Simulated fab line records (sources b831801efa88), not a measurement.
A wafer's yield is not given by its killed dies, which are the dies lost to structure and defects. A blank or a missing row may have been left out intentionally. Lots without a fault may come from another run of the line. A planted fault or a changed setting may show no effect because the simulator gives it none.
fab line records	flow sky130
[record] lots = 24	wafers = 72	last_day = 51
route steps=708 shown METAL1@451 VIA2@529 CAPM@538 VIA3@576
lots that met no fault: taken from a fault-free run of the same line
start_h: start of the lot's first displayed wafer, in hours after the record's first day	wait_h: how many hours have passed since the lot's step before this one	" repeats the value in the row above	L1.1+2: a single row standing in for several wafers	- either no value or no given start	* or withheld: withheld	< > ~ a bound
route shown NAME@n: NAME is a module with steps in the file, n the number in the route of the first one	usual: mean and standard deviation over wafers with no fault	same: alike in all rows	chamber/n: place in a boat	sites: readings site by site	_std_site: their standard deviation	_edge_site: mean of outer sites minus mean of inner sites	radius_mm: how far each site lies from the wafer's centre	mask NAME#n: copy n	behind: the most recent tool/chamber to have shaped the wafer	hold: the reason the lot was held/the length of the hold in hours/how it ended	device: whichever transistor did not switch (one of n, p or np)	end of line: the same wafers' tests at the end of the route	step lacking rows: just its recipe	killed: the dies lost at the first sort to structure and to defects; this is not the yield of the wafer	map: a wafer's dies, x killed, . not, _ none there
set.NAME: the setting the step ran with; set.NAME@STEP: the setting that earlier step ran with	model.NAME: the simulator's own value behind a step, which no gauge read
a sample of lots followed through the steps of the route, with each step as a table and each wafer as a row
services: a tool's chamber out of use, with start hour (start_h, from the record's first day; less than 0 if before it), hours out, and reason
[[steps]]
[step SKY_METAL1_DESCUM_17]
[recipe] chemistry = O2	source_power_w = 150	bias_power_w = 0	pressure_mtorr = 10	temp_c = 40	time_s = 8
[usual] drypump_motor_current_A = 5.5/0.52	oes_product_au = 1.002/0.011
lot.wafer	tool	chamber	start_h	wait_h	drypump_motor_current_A	oes_product_au	rf_hours_counter_h
L074.2	rie_metal-02	1	784.06	0.0	5.0	1.002	11
L074.3	"	0	"	"	5.9	1.015	-
L074.4	"	1	"	"	5.0	1.001	-
L075.3	rie_metal-04	0	790.68	0.0	6.4	0.987	-
L075.5	"	1	"	"	5.2	0.978	-
L075.6	"	0	"	"	6.4	0.992	-
L076.3	rie_metal-01	0	800.87	0.0	5.6	1.013	-
L076.4	"	1	"	"	5.0	0.989	-
L076.5	"	1	"	"	5.0	0.988	-
L077.2	rie_metal-04	1	810.16	0.0	5.2	0.989	4
L077.3	"	1	"	"	5.2	0.981	-
L077.6	"	1	"	"	5.2	0.982	-
L078.3	rie_metal-01	1	818.98	0.0	5.0	0.999	-
L078.4	"	0	"	"	5.7	1.024	-
L078.5	"	0	"	"	5.6	1.016	-
L079.1	rie_metal-01	0	822.72	0.0	5.6	1.013	7
L079.2	"	1	"	"	5.0	1.002	11
L079.4	"	0	"	"	5.6	1.008	-
L080.4	rie_metal-01	0	830.38	0.0	5.6	1.015	-
L080.5	"	1	"	"	5.0	0.992	-
L080.6	"	0	"	"	5.6	1.015	-
L081.1	rie_metal-02	1	839.91	0.0	5.1	1.000	13
L081.3	"	1	"	"	5.1	1.004	-
L081.6	"	1	"	"	5.1	0.995	-
L082.3	rie_metal-04	1	849.18	0.0	5.2	0.999	-
L082.4	"	0	"	"	6.4	1.005	-
L082.6	"	0	"	"	6.4	0.996	-
L083.1	rie_metal-01	1	852.41	0.0	5.0	1.004	12
L083.2	"	0	"	"	5.7	1.023	8
L083.5	"	0	"	"	5.7	1.012	-
L084.2	rie_metal-01	0	859.67	0.0	5.6	1.024	8
L084.5	"	0	"	"	5.6	1.011	-
L084.6	"	1	"	"	5.1	1.008	-
L085.1	rie_metal-01	1	872.52	0.0	5.0	0.998	13
L085.4	"	0	"	"	5.6	1.003	-
L085.6	"	0	"	"	5.6	1.020	-
L086.1	rie_metal-04	0	875.41	0.0	6.4	0.999	5
L086.2	"	1	"	"	5.2	0.978	6
L086.5	"	1	"	"	5.2	0.989	-
L087.2	rie_metal-04	0	889.01	0.0	6.4	1.002	5
L087.4	"	1	"	"	5.2	1.000	-
L087.5	"	0	"	"	6.4	0.999	-
L088.2	rie_metal-01	0	891.03	0.0	5.7	1.024	10
L088.3	"	1	"	"	5.0	1.008	-
L088.5	"	1	"	"	5.0	1.000	-
L089.2	rie_metal-02	1	897.78	0.0	5.0	1.002	-
L089.3	"	1	"	"	5.0	1.002	-
L089.6	"	1	"	"	5.0	0.990	-
L090.1	rie_metal-04	1	900.56	0.0	5.2	0.982	7
L090.4	"	1	"	"	5.2	0.986	-
L090.5	"	0	"	"	6.4	0.997	-
L091.1	rie_metal-02	1	912.23	0.0	5.0	0.987	16
L091.2	"	1	"	"	5.0	0.991	-
L091.4	"	1	"	"	5.0	0.993	-
L092.3	rie_metal-04	0	924.78	0.0	6.4	1.007	-
L092.5	"	1	"	"	5.2	0.997	-
L092.6	"	0	"	"	6.4	1.005	-
L093.2	rie_metal-01	0	925.91	0.0	5.6	1.021	11
L093.4	"	1	"	"	5.0	1.012	-
L093.5	"	0	"	"	5.7	1.012	-
L094.1	rie_metal-04	1	929.32	0.0	5.2	0.995	8
L094.4	"	0	"	"	6.4	1.003	-
L094.6	"	0	"	"	6.4	1.005	-
L095.1	rie_metal-04	1	936.11	0.0	5.2	0.988	9
L095.4	"	1	"	"	5.2	0.992	-
L095.6	"	0	"	"	6.4	1.000	-
L096.1	rie_metal-01	1	946.51	0.0	5.0	1.013	16
L096.3	"	0	"	"	5.6	1.013	-
L096.5	"	0	"	"	5.7	1.033	-
L097.2	rie_metal-04	0	955.21	0.0	6.4	1.005	8
L097.4	"	0	"	"	6.4	0.999	-
L097.6	"	0	"	"	6.4	0.998	-
[step SKY_VIA2_RS_MEAS_22]
[recipe] thk_meas_gauge = four-point-probe	reads = W_of_VIA2_CVD_21+TiN_of_VIA2_SPUTTER_20
[usual] VIA2_W_RS = 0.2715/0.0025
lot.wafer	tool	chamber	start_h	wait_h	VIA2_W_RS[ohm/sq]
L074.2	film_metro-01	-	870.14	0.1	0.2735
L074.3	"	-	"	"	0.2693
L074.4	"	-	"	"	0.2727
L075.3	film_metro-01	-	877.72	0.1	0.2717
L075.5	"	-	"	"	0.2714
L075.6	"	-	"	"	0.2742
L076.3	film_metro-02	-	887.58	0.1	0.2695
L076.4	"	-	"	"	0.2699
L076.5	"	-	"	"	0.2699
L077.2	film_metro-02	-	895.30	0.2	0.2719
L077.3	"	-	"	"	0.2704
L077.6	"	-	"	"	0.2717
L078.3	film_metro-04	-	905.10	0.1	0.2689
L078.4	"	-	"	"	0.2694
L078.5	"	-	"	"	0.2675
L079.1	film_metro-02	-	908.51	0.1	0.2711
L079.2	"	-	"	"	0.2721
L079.4	"	-	"	"	0.2711
L080.4	film_metro-04	-	914.54	0.1	0.2719
L080.5	"	-	"	"	0.2696
L080.6	"	-	"	"	0.2718
L081.1	film_metro-01	-	924.86	0.1	0.2684
L081.3	"	-	"	"	0.2714
L081.6	"	-	"	"	0.2687
L082.3	film_metro-04	-	932.84	0.1	0.2727
L082.4	"	-	"	"	0.2680
L082.6	"	-	"	"	0.2702
L083.1	film_metro-02	-	936.58	0.1	0.2746
L083.2	"	-	"	"	0.2734
L083.5	"	-	"	"	0.2755
L084.2	film_metro-02	-	942.77	0.1	0.2757
L084.5	"	-	"	"	0.2715
L084.6	"	-	"	"	0.2753
L085.1	film_metro-01	-	955.09	0.1	0.2696
L085.4	"	-	"	"	0.2664
L085.6	"	-	"	"	0.2714
L086.1	film_metro-02	-	958.08	0.1	0.2724
L086.2	"	-	"	"	0.2722
L086.5	"	-	"	"	0.2716
L087.2	film_metro-04	-	969.15	0.1	0.2724
L087.4	"	-	"	"	0.2717
L087.5	"	-	"	"	0.2777
L088.2	film_metro-02	-	971.58	0.1	0.2750
L088.3	"	-	"	"	0.2744
L088.5	"	-	"	"	0.2767
L089.2	film_metro-02	-	979.28	0.1	0.2758
L089.3	"	-	"	"	0.2657
L089.6	"	-	"	"	0.2699
L090.1	film_metro-01	-	980.78	0.1	0.2689
L090.4	"	-	"	"	0.2767
L090.5	"	-	"	"	0.2699
L091.1	film_metro-02	-	991.45	0.1	0.2716
L091.2	"	-	"	"	0.2720
L091.4	"	-	"	"	0.2685
L092.3	film_metro-01	-	1004.57	0.1	0.2700
L092.5	"	-	"	"	0.2714
L092.6	"	-	"	"	0.2706
L093.2	film_metro-04	-	1005.86	0.1	0.2724
L093.4	"	-	"	"	0.2696
L093.5	"	-	"	"	0.2691
L094.1	film_metro-02	-	1008.92	0.1	0.2701
L094.4	"	-	"	"	0.2690
L094.6	"	-	"	"	0.2707
L095.1	film_metro-02	-	1015.09	0.1	0.2712
L095.4	"	-	"	"	0.2735
L095.6	"	-	"	"	0.2750
L096.1	film_metro-04	-	1024.13	0.1	0.2706
L096.3	"	-	"	"	0.2695
L096.5	"	-	"	"	0.2685
L097.2	film_metro-02	-	1032.04	0.1	0.2749
L097.4	"	-	"	"	0.2737
L097.6	"	-	"	"	0.2717
[step SKY_VIA2_CMP_24]
[recipe] stop_on = SiO2	t_overpolish_s = 20	down_force_psi = 3.5	platen_rpm = 60	target_thk_nm = 0	pad_velocity_m_s = 0.94248
[usual] edge_zone_pressure_frac = 1.001/0.0046	head_pressure_psi = 3.500/0.0076	motor_current_A = 11.0/0.98	overpolish_run_s = 19.999/0.0092	platen_rpm = 60.00/0.044	retaining_ring_pressure_frac = 0.999/0.005	slurry_filter_dp_kPa = 13.51/0.14	time_to_endpoint_s = 102/3.3
[same] t_overpolish_s = 20
lot.wafer	tool	chamber	start_h	wait_h	edge_zone_pressure_frac	head_pressure_psi	motor_current_A	overpolish_run_s	platen_rpm	retaining_ring_pressure_frac	slurry_filter_dp_kPa	time_to_endpoint_s
L074.3	cmp-02	0	870.35	0.1	1.003	3.492	11.8	20.004	60.04	1.005	13.53	105
L074.2	"	1	"	"	1.001	3.505	11.1	20.013	60.01	0.987	13.64	102
L074.4	"	2	"	"	1.002	3.497	9.8	20.003	60.00	0.992	13.60	100
L075.3	cmp-02	3	877.96	0.1	1.010	3.505	11.1	19.996	59.99	0.998	13.46	108
L075.6	"	1	"	"	1.002	3.492	10.2	19.993	59.95	1.006	13.34	102
L075.5	"	2	"	"	1.005	3.503	10.1	19.982	59.98	0.996	13.71	101
L076.3	cmp-01	3	887.72	0.0	1.005	3.499	10.7	19.990	60.02	0.995	13.50	102
L076.4	"	1	"	"	1.010	3.498	10.1	19.985	59.99	0.994	13.51	102
L076.5	"	0	"	"	1.000	3.512	10.2	19.999	60.00	0.997	13.45	100
L077.3	cmp-01	3	895.56	0.1	1.006	3.503	10.3	19.990	60.01	0.989	13.85	99
L077.2	"	0	"	"	1.004	3.509	10.8	20.014	59.92	0.999	13.70	101
L077.6	"	2	"	"	0.999	3.514	13.0	19.989	59.98	1.002	13.58	105
L078.3	cmp-02	3	905.24	0.0	0.998	3.514	11.2	19.977	60.00	0.999	13.51	102
L078.4	"	2	"	"	0.997	3.485	10.6	20.002	60.04	1.007	13.35	99
L078.5	"	0	"	"	0.998	3.495	11.9	19.994	60.07	1.002	13.61	105
L079.1	cmp-01	1	908.83	0.2	1.004	3.497	10.5	20.006	60.01	0.998	13.72	101
L079.2	"	2	"	"	1.003	3.507	12.4	19.996	60.07	0.995	13.10	106
L079.4	"	3	"	"	0.999	3.494	11.2	19.987	60.04	0.996	13.65	98
L080.4	cmp-01	1	914.71	0.1	0.998	3.490	10.1	19.988	60.06	0.998	13.37	105
L080.5	"	0	"	"	0.999	3.500	10.7	20.013	60.04	0.997	13.53	108
L080.6	"	1	"	"	0.999	3.497	9.9	20.009	60.03	0.999	13.23	108
L081.3	cmp-02	3	925.04	0.0	1.004	3.500	11.0	19.998	60.02	0.996	13.42	101
L081.1	"	0	"	"	1.007	3.490	12.3	19.994	59.98	1.000	13.59	103
L081.6	"	3	"	"	1.000	3.500	10.5	19.994	59.97	0.997	13.41	103
L082.4	cmp-02	2	932.98	0.0	0.996	3.501	10.0	19.999	59.94	0.998	13.67	99
L082.3	"	0	"	"	1.006	3.506	12.1	19.985	60.01	0.995	13.58	101
L082.6	"	3	"	"	0.998	3.504	10.9	20.007	60.06	1.003	13.59	106
L083.2	cmp-01	3	936.76	0.0	0.996	3.504	10.8	19.994	59.96	0.999	13.30	96
L083.1	"	1	"	"	0.996	3.499	10.1	20.002	60.00	1.007	13.42	97
L083.5	"	3	"	"	0.995	3.490	11.0	20.013	59.98	0.998	13.49	97
L084.2	cmp-01	2	942.93	0.0	0.995	3.508	12.4	20.003	59.98	0.995	13.67	102
L084.6	"	2	"	"	1.002	3.507	12.9	20.008	59.93	0.997	13.58	98
L084.5	"	3	"	"	1.003	3.510	11.0	19.995	60.00	0.996	13.54	95
L085.4	cmp-01	2	955.32	0.1	1.001	3.511	13.0	19.999	59.99	0.990	13.61	103
L085.1	"	3	"	"	1.000	3.492	10.9	20.012	59.96	0.998	13.67	99
L085.6	"	1	"	"	1.014	3.509	10.3	19.998	60.04	0.997	13.26	100
L086.1	cmp-01	1	958.26	0.1	1.003	3.511	10.0	20.002	59.95	1.003	13.45	101
L086.2	"	2	"	"	0.997	3.501	12.8	19.991	59.91	0.993	13.47	104
L086.5	"	2	"	"	0.999	3.493	12.6	20.018	59.99	0.997	13.41	104
L087.4	cmp-01	2	969.31	0.0	1.001	3.512	12.5	19.988	59.99	0.993	13.53	105
L087.2	"	3	"	"	1.002	3.505	10.8	19.980	59.97	0.995	13.70	99
L087.5	"	3	"	"	1.009	3.501	10.1	19.993	60.08	1.005	13.50	98
L088.2	cmp-02	3	971.84	0.1	1.000	3.502	10.6	20.000	59.97	0.999	13.60	102
L088.3	"	0	"	"	0.999	3.504	11.8	19.986	60.02	0.998	13.42	104
L088.5	"	2	"	"	1.012	3.497	10.7	19.993	60.00	1.004	13.45	97
L089.3	cmp-01	1	979.49	0.1	0.998	3.490	10.2	19.996	59.98	1.004	13.49	104
L089.2	"	2	"	"	1.003	3.496	13.8	19.984	60.00	0.995	13.45	105
L089.6	"	0	"	"	1.001	3.506	9.9	20.008	60.01	0.995	13.32	100
L090.4	cmp-01	2	981.06	0.1	1.001	3.504	13.1	20.000	59.99	1.002	13.35	101
L090.1	"	3	"	"	1.008	3.501	10.4	20.003	59.96	1.005	13.81	100
L090.5	"	0	"	"	1.009	3.508	9.6	20.007	59.98	1.015	13.61	100
L091.2	cmp-01	1	991.68	0.1	0.998	3.510	10.0	19.990	59.90	1.008	13.34	99
L091.1	"	2	"	"	1.002	3.503	12.6	19.998	59.98	0.993	13.44	104
L091.4	"	3	"	"	0.999	3.493	10.0	20.002	60.03	1.007	13.57	98
L092.3	cmp-02	1	1004.81	0.1	1.010	3.488	10.9	19.993	60.03	0.993	13.43	108
L092.6	"	3	"	"	1.006	3.489	11.4	20.001	59.94	1.000	13.47	105
L092.5	"	0	"	"	1.001	3.488	12.1	20.006	59.86	1.005	13.44	106
L093.4	cmp-02	2	1006.02	0.0	0.995	3.500	10.3	20.009	60.00	1.004	13.55	106
L093.2	"	0	"	"	1.003	3.494	12.2	20.009	59.98	0.999	13.50	104
L093.5	"	2	"	"	0.995	3.486	10.2	19.989	60.02	1.009	13.40	104
L094.4	cmp-01	3	1009.15	0.1	1.011	3.490	11.1	19.994	60.01	1.005	13.50	102
L094.1	"	1	"	"	0.998	3.507	10.5	20.012	59.94	0.999	13.57	104
L094.6	"	2	"	"	1.001	3.508	12.7	20.011	60.02	0.990	13.47	103
L095.4	cmp-01	1	1015.32	0.1	1.001	3.502	9.9	19.986	60.01	0.999	13.50	102
L095.1	"	2	"	"	1.005	3.508	12.6	19.983	60.02	1.001	13.60	108
L095.6	"	0	"	"	0.995	3.498	10.8	20.001	59.97	1.006	13.73	101
L096.1	cmp-02	3	1024.31	0.1	0.998	3.501	10.6	20.012	60.05	1.003	13.74	105
L096.3	"	2	"	"	0.999	3.487	10.5	20.015	60.03	0.997	13.19	105
L096.5	"	0	"	"	0.999	3.509	12.4	20.013	60.02	0.996	13.66	106
L097.2	cmp-01	0	1032.20	0.0	0.989	3.511	10.3	19.992	59.99	0.995	13.29	97
L097.4	"	3	"	"	1.000	3.488	10.9	19.993	60.03	0.999	13.69	101
L097.6	"	0	"	"	0.995	3.509	10.2	19.999	59.98	0.998	13.34	99
[step SKY_CAPM_THK_MEAS_01]
[recipe] reads = SiO2_of_CAPM_CVD_00
[usual] CAPM_CVD_00_THK = 15.52/0.23
lot.wafer	tool	chamber	start_h	wait_h	CAPM_CVD_00_THK[nm]
L074.2	film_metro-02	-	870.80	-	15.13
L074.3	"	-	"	"	15.40
L074.4	"	-	"	"	15.69
L075.3	film_metro-03	-	878.36	-	15.74
L075.5	"	-	"	"	15.63
L075.6	"	-	"	"	15.35
L076.3	film_metro-03	-	888.22	-	15.49
L076.4	"	-	"	"	15.34
L076.5	"	-	"	"	15.64
L077.2	film_metro-04	-	895.95	-	15.44
L077.3	"	-	"	"	15.21
L077.6	"	-	"	"	15.20
L078.3	film_metro-02	-	905.73	-	15.18
L078.4	"	-	"	"	15.61
L078.5	"	-	"	"	15.60
L079.1	film_metro-02	-	909.26	-	15.21
L079.2	"	-	"	"	15.52
L079.4	"	-	"	"	15.79
L080.4	film_metro-02	-	915.17	-	15.40
L080.5	"	-	"	"	15.71
L080.6	"	-	"	"	15.56
L081.1	film_metro-02	-	925.51	-	15.42
L081.3	"	-	"	"	15.17
L081.6	"	-	"	"	15.70
L082.3	film_metro-02	-	933.48	-	15.23
L082.4	"	-	"	"	15.88
L082.6	"	-	"	"	15.46
L083.1	film_metro-02	-	937.24	-	15.64
L083.2	"	-	"	"	15.62
L083.5	"	-	"	"	15.69
L084.2	film_metro-02	-	943.41	-	15.56
L084.5	"	-	"	"	15.33
L084.6	"	-	"	"	15.81
L085.1	film_metro-04	-	955.75	-	15.44
L085.4	"	-	"	"	15.50
L085.6	"	-	"	"	15.55
L086.1	film_metro-02	-	958.74	-	15.48
L086.2	"	-	"	"	14.88
L086.5	"	-	"	"	15.42
L087.2	film_metro-02	-	969.79	-	15.44
L087.4	"	-	"	"	15.80
L087.5	"	-	"	"	15.64
L088.2	film_metro-04	-	972.22	-	15.56
L088.3	"	-	"	"	15.23
L088.5	"	-	"	"	15.80
L089.2	film_metro-02	-	979.95	-	15.57
L089.3	"	-	"	"	15.85
L089.6	"	-	"	"	15.51
L090.1	film_metro-03	-	981.46	-	15.24
L090.4	"	-	"	"	15.66
L090.5	"	-	"	"	15.74
L091.1	film_metro-02	-	992.12	-	15.79
L091.2	"	-	"	"	15.42
L091.4	"	-	"	"	15.86
L092.3	film_metro-04	-	1005.21	-	15.43
L092.5	"	-	"	"	15.60
L092.6	"	-	"	"	15.63
L093.2	film_metro-02	-	1006.51	-	15.70
L093.4	"	-	"	"	15.76
L093.5	"	-	"	"	15.70
L094.1	film_metro-02	-	1009.57	-	15.17
L094.4	"	-	"	"	15.36
L094.6	"	-	"	"	15.62
L095.1	film_metro-04	-	1015.75	-	15.10
L095.4	"	-	"	"	15.62
L095.6	"	-	"	"	15.17
L096.1	film_metro-02	-	1024.79	-	15.35
L096.3	"	-	"	"	15.64
L096.5	"	-	"	"	15.76
L097.2	film_metro-03	-	1032.69	-	15.24
L097.4	"	-	"	"	15.70
L097.6	"	-	"	"	15.70
[step SKY_CAPM_STRIP_14]
[recipe] chemistry = O2/N2	power_w = 1400	pressure_mtorr = 1500	platen_temp_c = withheld	o2_flow_sccm = 3000	n2_flow_sccm = 300	overash_fraction = 0.5
[usual] drypump_motor_current_A = 5.76/0.29	oes_product_au = 0.710/0.0046	strip_time_to_endpoint_s = 12.66/0.044
lot.wafer	tool	chamber	start_h	wait_h	drypump_motor_current_A	oes_product_au	rf_hours_counter_h	strip_time_to_endpoint_s
L074.2	plasma_asher-04	0	897.93	0.1	5.12	0.714	44	12.63
L074.3	"	1	"	"	5.87	0.712	-	12.59
L074.4	"	0	"	"	5.16	0.711	-	12.56
L075.3	plasma_asher-04	1	904.95	0.1	5.82	0.700	-	12.63
L075.5	"	1	"	"	5.84	0.702	-	12.60
L075.6	"	0	"	"	5.16	0.714	-	12.58
L076.3	plasma_asher-02	0	914.23	0.1	6.09	0.701	-	12.67
L076.4	"	1	"	"	5.62	0.718	-	12.69
L076.5	"	1	"	"	5.61	0.708	-	12.67
L077.2	plasma_asher-02	1	921.12	0.1	5.60	0.713	111	12.66
L077.3	"	0	"	"	6.07	0.716	-	12.69
L077.6	"	0	"	"	6.08	0.715	-	12.71
L078.3	plasma_asher-04	1	931.59	0.1	5.85	0.715	-	12.57
L078.4	"	0	"	"	5.17	0.714	-	12.57
L078.5	"	1	"	"	5.83	0.716	-	12.57
L079.1	plasma_asher-04	0	935.27	0.1	5.15	0.710	48	12.67
L079.2	"	1	"	"	5.86	0.715	48	12.72
L079.4	"	1	"	"	5.85	0.710	-	12.69
L080.4	plasma_asher-01	1	940.22	0.1	5.78	0.709	-	12.66
L080.5	"	1	"	"	5.80	0.710	-	12.68
L080.6	"	0	"	"	5.99	0.712	-	12.64
L081.1	plasma_asher-02	0	950.32	0.1	6.03	0.717	114	12.57
L081.3	"	1	"	"	5.61	0.713	-	12.63
L081.6	"	1	"	"	5.59	0.703	-	12.60
L082.3	plasma_asher-01	1	958.32	0.1	5.78	0.710	-	12.69
L082.4	"	0	"	"	5.97	0.705	-	12.61
L082.6	"	0	"	"	5.99	0.709	-	12.69
L083.1	plasma_asher-01	1	962.42	0.1	5.80	0.718	21	12.64
L083.2	"	0	"	"	5.96	0.719	21	12.64
L083.5	"	1	"	"	5.82	0.702	-	12.67
L084.2	plasma_asher-01	0	968.48	0.1	5.99	0.714	22	12.66
L084.5	"	0	"	"	6.00	0.708	-	12.69
L084.6	"	1	"	"	5.81	0.703	-	12.62
L085.1	plasma_asher-01	0	979.97	0.1	6.01	0.711	23	12.62
L085.4	"	1	"	"	5.80	0.710	-	12.66
L085.6	"	0	"	"	6.00	0.720	-	12.69
L086.1	plasma_asher-04	0	983.32	0.1	5.18	0.706	53	12.64
L086.2	"	1	"	"	5.86	0.705	53	12.59
L086.5	"	1	"	"	5.84	0.704	-	12.62
L087.2	plasma_asher-01	1	993.82	0.1	5.76	0.705	24	12.65
L087.4	"	1	"	"	5.77	0.711	-	12.65
L087.5	"	1	"	"	5.77	0.704	-	12.64
L088.2	plasma_asher-01	0	996.37	0.1	5.99	0.706	24	12.75
L088.3	"	0	"	"	5.98	0.701	-	12.66
L088.5	"	0	"	"	5.98	0.710	-	12.70
L089.2	plasma_asher-02	0	1004.02	0.1	6.07	0.707	119	12.64
L089.3	"	0	"	"	6.04	0.704	-	12.67
L089.6	"	1	"	"	5.59	0.719	-	12.62
L090.1	plasma_asher-02	0	1005.68	0.1	6.09	0.708	119	12.68
L090.4	"	0	"	"	6.09	0.714	-	12.61
L090.5	"	1	"	"	5.60	0.713	-	12.61
L091.1	plasma_asher-02	0	1015.72	0.1	6.04	0.708	120	12.67
L091.2	"	1	"	"	5.62	0.712	120	12.71
L091.4	"	0	"	"	6.08	0.710	-	12.61
L092.3	plasma_asher-04	0	1028.17	0.1	5.13	0.704	-	12.62
L092.5	"	1	"	"	5.87	0.709	-	12.63
L092.6	"	0	"	"	5.18	0.712	-	12.60
L093.2	plasma_asher-01	0	1029.67	0.1	5.99	0.716	28	12.75
L093.4	"	0	"	"	6.00	0.714	-	12.72
L093.5	"	1	"	"	5.79	0.711	-	12.71
L094.1	plasma_asher-04	1	1032.58	0.1	5.84	0.716	58	12.69
L094.4	"	1	"	"	5.88	0.707	-	12.74
L094.6	"	0	"	"	5.19	0.709	-	12.72
L095.1	plasma_asher-01	0	1038.32	0.1	6.00	0.714	29	12.70
L095.4	"	1	"	"	5.78	0.710	-	12.71
L095.6	"	1	"	"	5.81	0.714	-	12.70
L096.1	plasma_asher-02	1	1047.57	0.1	5.61	0.709	122	12.62
L096.3	"	1	"	"	5.60	0.705	-	12.57
L096.5	"	1	"	"	5.60	0.714	-	12.66
L097.2	plasma_asher-02	0	1055.22	0.1	6.12	0.706	123	12.64
L097.4	"	0	"	"	6.11	0.711	-	12.62
L097.6	"	1	"	"	5.61	0.709	-	12.65
[step SKY_VIA3_BOW_MEAS_03]
[recipe] mode = bow
[usual] VIA3_BOW = 80/8.4
lot.wafer	tool	chamber	start_h	wait_h	VIA3_BOW[um]
L074.2	film_metro-01	-	925.78	0.1	80
L074.3	"	-	"	"	80
L074.4	"	-	"	"	85
L075.3	film_metro-03	-	932.98	0.2	79
L075.5	"	-	"	"	92
L075.6	"	-	"	"	80
L076.3	film_metro-03	-	941.50	0.2	78
L076.4	"	-	"	"	83
L076.5	"	-	"	"	65
L077.2	film_metro-01	-	948.43	0.2	69
L077.3	"	-	"	"	82
L077.6	"	-	"	"	88
L078.3	film_metro-01	-	958.96	0.1	79
L078.4	"	-	"	"	67
L078.5	"	-	"	"	69
L079.1	film_metro-03	-	961.72	0.1	70
L079.2	"	-	"	"	83
L079.4	"	-	"	"	69
L080.4	film_metro-01	-	966.49	0.2	75
L080.5	"	-	"	"	71
L080.6	"	-	"	"	82
L081.1	film_metro-01	-	977.70	0.2	80
L081.3	"	-	"	"	80
L081.6	"	-	"	"	78
L082.3	film_metro-01	-	985.08	0.2	87
L082.4	"	-	"	"	89
L082.6	"	-	"	"	91
L083.1	film_metro-04	-	989.55	0.2	93
L083.2	"	-	"	"	84
L083.5	"	-	"	"	81
L084.2	film_metro-04	-	995.29	0.2	82
L084.5	"	-	"	"	93
L084.6	"	-	"	"	81
L085.1	film_metro-01	-	1007.49	0.1	77
L085.4	"	-	"	"	87
L085.6	"	-	"	"	75
L086.1	film_metro-04	-	1009.82	0.2	79
L086.2	"	-	"	"	78
L086.5	"	-	"	"	91
L087.2	film_metro-01	-	1019.62	0.1	60
L087.4	"	-	"	"	65
L087.5	"	-	"	"	69
L088.2	film_metro-01	-	1021.71	0.2	97
L088.3	"	-	"	"	84
L088.5	"	-	"	"	90
L089.2	film_metro-01	-	1029.14	0.2	72
L089.3	"	-	"	"	81
L089.6	"	-	"	"	94
L090.1	film_metro-01	-	1031.35	0.1	84
L090.4	"	-	"	"	69
L090.5	"	-	"	"	67
L091.1	film_metro-03	-	1040.32	0.1	80
L091.2	"	-	"	"	78
L091.4	"	-	"	"	79
L092.3	film_metro-04	-	1053.16	0.1	88
L092.5	"	-	"	"	104
L092.6	"	-	"	"	84
L093.2	film_metro-03	-	1055.11	0.1	70
L093.4	"	-	"	"	77
L093.5	"	-	"	"	89
L094.1	film_metro-01	-	1058.21	0.2	80
L094.4	"	-	"	"	79
L094.6	"	-	"	"	70
L095.1	film_metro-04	-	1063.91	0.2	79
L095.4	"	-	"	"	74
L095.6	"	-	"	"	78
L096.1	film_metro-03	-	1072.24	0.1	68
L096.3	"	-	"	"	73
L096.5	"	-	"	"	81
L097.2	film_metro-04	-	1079.04	0.1	72
L097.4	"	-	"	"	92
L097.6	"	-	"	"	75
[[services]]
tool	chamber	start_h	hours	kind
cmp-01	-	777.04	2.4	repair
cmp-02	-	782.32	0.3	repair
rie_metal-02	-	798.20	0.2	repair
plasma_asher-02	-	806.72	0.6	repair
cmp-02	-	820.89	0.3	repair
cmp-01	-	823.42	4.8	pm
rie_metal-02	-	827.17	1.4	pm
plasma_asher-04	-	830.16	7.1	repair
rie_metal-02	0	837.55	3.2	repair
cmp-01	-	927.16	4.0	pm
cmp-01	-	931.16	-	consumable_replace:conditioner
cmp-01	-	931.16	-	consumable_replace:pad
plasma_asher-02	-	950.56	2.8	pm
rie_metal-02	-	958.30	14.6	pm
cmp-02	-	973.31	0.6	repair
cmp-02	-	976.40	17.1	pm
rie_metal-02	-	976.85	0.7	repair
rie_metal-01	1	979.85	15.7	repair
plasma_asher-01	-	982.63	1.5	repair
rie_metal-02	-	989.21	2.8	pm
plasma_asher-02	-	1022.13	9.5	pm
rie_metal-01	-	1030.85	2.8	pm
plasma_asher-02	-	1037.67	7.3	repair
cmp-01	-	1050.74	1.8	repair
[[key]]
fault none
